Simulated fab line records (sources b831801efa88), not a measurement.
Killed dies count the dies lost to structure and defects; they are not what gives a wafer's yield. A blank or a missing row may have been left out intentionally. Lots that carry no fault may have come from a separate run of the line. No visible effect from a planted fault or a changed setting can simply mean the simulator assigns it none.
Comparing a struck lot with a sound one || flow sky130 || 17 out of 708 route steps
Sound: the wafers L179.1, L179.5, L179.6. Struck: wafers L181.2, L181.3, L181.5. The cause is named last.
For every step that has rows: the tool of each side, followed by ch and its chambers, followed by its first start. Under that, the readings that differ: sound wafers || struck wafers || difference of the means || sigmas: that difference in standard deviations of wafers without a fault.
alike: words and numbers the same on both sides, and readings whose means are apart by under 2 such deviations; not compared: readings that were withheld, readings missing a value for some wafer, numbers with overlapping values and no deviation given by the record, and bounds like >300 which may hide the same value.
The two part at a step that has a row with sigmas, a row that says differs or no value, or rows on one side only. When numbers do not overlap yet have no deviation, they are printed without sigmas and do not part them. A reading missing from all wafers of one side parts the sides only when that side holds two or more wafers.

first, 3 steps without rows for these wafers: SKY_VIA1_EXPOSE_09 (exposes mask VIM, target cd 150 nm); SKY_VIA1_PEB_10; SKY_VIA1_DEVELOP_11 (develop time 60 s).
SKY_VIA1_CD_MEAS_12: target cd 150 nm.
  sound on cdSem-02, day 37 12:26; struck on cdSem-02, day 38 00:22
  alike: cdNm
SKY_VIA1_OVL_MEAS_13:
  sound on overlay-02, day 37 12:33; struck on overlay-02, day 38 00:29
  alike: VIA1_OVL
SKY_VIA1_ETCH_14: etches BARC in N2/H2, stops on SiO2, time 45.9 s, target depth 60 nm.
  sound on rieDiel-01 ch 2,3, day 37 12:35; struck on rieDiel-01 ch 0,3, day 38 00:31
  alike: biasW, drypumpMotorCurrentA, oesProductAu, throttleValvePct
  not compared: rfHoursCounterH
SKY_VIA1_ETCH_15: etches SiO2 in C4F8/O2/Ar, stops on TiN, target depth 351 nm, time 54 s.
  sound on rieDiel-01 ch 2,3, day 37 12:38; struck on rieDiel-01 ch 0,3, day 38 00:33
  alike: biasW, oesProductAu
  not compared: rfHoursCounterH
SKY_VIA1_STRIP_16: strips in O2/N2.
  sound on plasmaAsher-03 ch 0,1, day 37 12:40; struck on plasmaAsher-03 ch 0,1, day 38 00:35
  alike: drypumpMotorCurrentA, oesProductAu, stripTimeToEndpointS
  not compared: rfHoursCounterH
then, 3 steps without rows for these wafers: SKY_VIA1_STRIP_17 (strips in post etch residue remover, time 1200 s); SKY_VIA1_CLEAN_18 (cleans in IPA, time 180 s); SKY_VIA1_CLEAN_19 (cleans in O3/DIW).
SKY_VIA1_SPUTTER_20: material TiN, target thk 20 nm, time 80 s.
  sound on pvdSputter-03, day 37 13:16; struck on pvdSputter-03, day 38 01:11
  alike: throttleValvePct
SKY_VIA1_CVD_21: deposits W, target thk 270 nm, time 80.902 s.
  sound on cvdW-02 ch 0,1, day 37 13:19; struck on cvdW-02 ch 1, day 38 01:17
{"reading": "chamberPressureTorr (Torr)", "sound": "39.96 40.10 40.01", "struck": "46.24 46.15 46.33", "difference": "+6.22", "sigmas": "+68"}
{"reading": "model.W_of_VIA1_CVD_21.thkNm (nm)", "sound": "269 270.5 269.6", "struck": "288.8 290.8 291.7", "difference": "+20.7", "sigmas": ""}
  alike: heaterPowerW
SKY_VIA1_RS_MEAS_22: measures by four-point-probe.
  sound on filmMetro-01, day 37 13:25; struck on filmMetro-03, day 38 01:27
{"reading": "VIA1_W_RS (ohm/sq)", "sound": "0.428 0.426 0.427", "struck": "0.398 0.396 0.393", "difference": -0.031, "sigmas": -7}
SKY_VIA1_THK_MEAS_23: measures by xrf.
  sound on filmMetro-01, day 37 13:32; struck on filmMetro-03, day 38 01:34
{"reading": "VIA1_W_THK (nm)", "sound": "275 276 275", "struck": "292 293 293", "difference": "+17", "sigmas": "+5"}
SKY_VIA1_CMP_24: polishes, stops on SiO2, t overpolish 15 s, target thk 0 nm.
  sound on cmp-02 ch 0,3, day 37 13:39; struck on cmp-01 ch 1,2, day 38 01:40
  alike: motorCurrentA, slurryFlowMlMin
-- the record jumps here: 11 days lie between the struck wafers' starts before and after (it left off in module VIA1 and takes up again in module PAD_OPEN, whose first step shown is number 708 of the route) --
SKY_PAD_OPEN_PROBE_99:
  the record has rows for the struck wafers here (prober-01, day 48 22:07) and none for the sound ones

## WHERE THEY PART
Last at SKY_PAD_OPEN_PROBE_99 as far as this record goes, first at SKY_VIA1_CVD_21.

WHY: what had been put in by the simulator
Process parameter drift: cvdW-02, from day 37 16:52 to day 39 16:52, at SKY_VIA1_CVD_21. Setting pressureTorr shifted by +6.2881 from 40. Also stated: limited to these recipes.
